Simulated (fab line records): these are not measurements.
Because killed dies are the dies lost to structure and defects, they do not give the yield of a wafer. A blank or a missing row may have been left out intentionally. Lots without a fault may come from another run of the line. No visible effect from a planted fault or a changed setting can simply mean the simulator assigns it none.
The tool behind it: which one? / flow gf180mcu / Sampling: 12 lots, 36 wafers, 2 of 602 route steps

WHAT THE GAUGES READ, wafer by wafer
GF_V2_THK_MEAS_25: measures by xrf.
lot=L075; measured=day 20 18:50; on=film_metro-03; V2_W_THK (nm)=347 352 343
lot=L077; measured=day 21 17:56; on=film_metro-01; V2_W_THK (nm)=342 345 347
lot=L078; measured=day 22 08:07; on=film_metro-01; V2_W_THK (nm)=349 352 352
lot=L081; measured=day 23 00:52; on=film_metro-03; V2_W_THK (nm)=337 339 339
lot=L083; measured=day 23 13:53; on=film_metro-03; V2_W_THK (nm)=342 345 346
lot=L085; measured=day 24 12:01; on=film_metro-03; V2_W_THK (nm)=348 347 351
lot=L087; measured=day 25 03:23; on=film_metro-04; V2_W_THK (nm)=355 355 357
lot=L089; measured=day 25 15:05; on=film_metro-03; V2_W_THK (nm)=357 350 353
lot=L091; measured=day 26 11:36; on=film_metro-01; V2_W_THK (nm)=355 357 352
lot=L093; measured=day 26 22:06; on=film_metro-04; V2_W_THK (nm)=345 345 343
lot=L095; measured=day 27 12:09; on=film_metro-04; V2_W_THK (nm)=350 349 349
lot=L097; measured=day 28 04:59; on=film_metro-01; V2_W_THK (nm)=348 353 353

WHAT TOOL EACH LOT RAN ON (gives the tool, then ch and the chambers of the sampled wafers, and finally the start)
lot=L075; GF_M2_METAL_ETCH_16=rie_metal-04 ch 0,1, day 19 15:47
lot=L077; GF_M2_METAL_ETCH_16=rie_metal-02 ch 0,1, day 20 15:41
lot=L078; GF_M2_METAL_ETCH_16=rie_metal-02 ch 0, day 21 05:29
lot=L081; GF_M2_METAL_ETCH_16=rie_metal-02 ch 0,1, day 21 22:52
lot=L083; GF_M2_METAL_ETCH_16=rie_metal-02 ch 0,1, day 22 12:41
lot=L085; GF_M2_METAL_ETCH_16=rie_metal-01 ch 0,1, day 23 10:42
lot=L087; GF_M2_METAL_ETCH_16=rie_metal-01 ch 1, day 24 02:43
lot=L089; GF_M2_METAL_ETCH_16=rie_metal-04 ch 0,1, day 24 14:29
lot=L091; GF_M2_METAL_ETCH_16=rie_metal-04 ch 0,1, day 25 12:11
lot=L093; GF_M2_METAL_ETCH_16=rie_metal-02 ch 0,1, day 25 23:20
lot=L095; GF_M2_METAL_ETCH_16=rie_metal-04 ch 0,1, day 26 12:28
lot=L097; GF_M2_METAL_ETCH_16=rie_metal-02 ch 0, day 27 07:07
- GF_M2_METAL_ETCH_16: etches the open film in Cl2/BCl3, stops on SiO2, target depth 750.8 nm, time 125.1 s.

THE ANSWER, worked out from the rows above alone
Rule: the lots themselves supply what counts as usual. The widest of any qualifying gaps counts: lots, ordered by their means at a reading, are off when they make up no more than a third of the lots, leave a main group of 4 or more, and stand apart from it by 3 or more times the standard deviation of that group's means. A main group whose means are all the same, to the digits that the tables above print for the reading, isn't used. A lot without any number at a reading at which 4 lots or more have one is off too. Any other lot the step has rows for is counted as sound.
Across all readings shown, no lot is off: no conclusion can be drawn from this.

WHAT WAS PUT IN BY THE SIMULATOR
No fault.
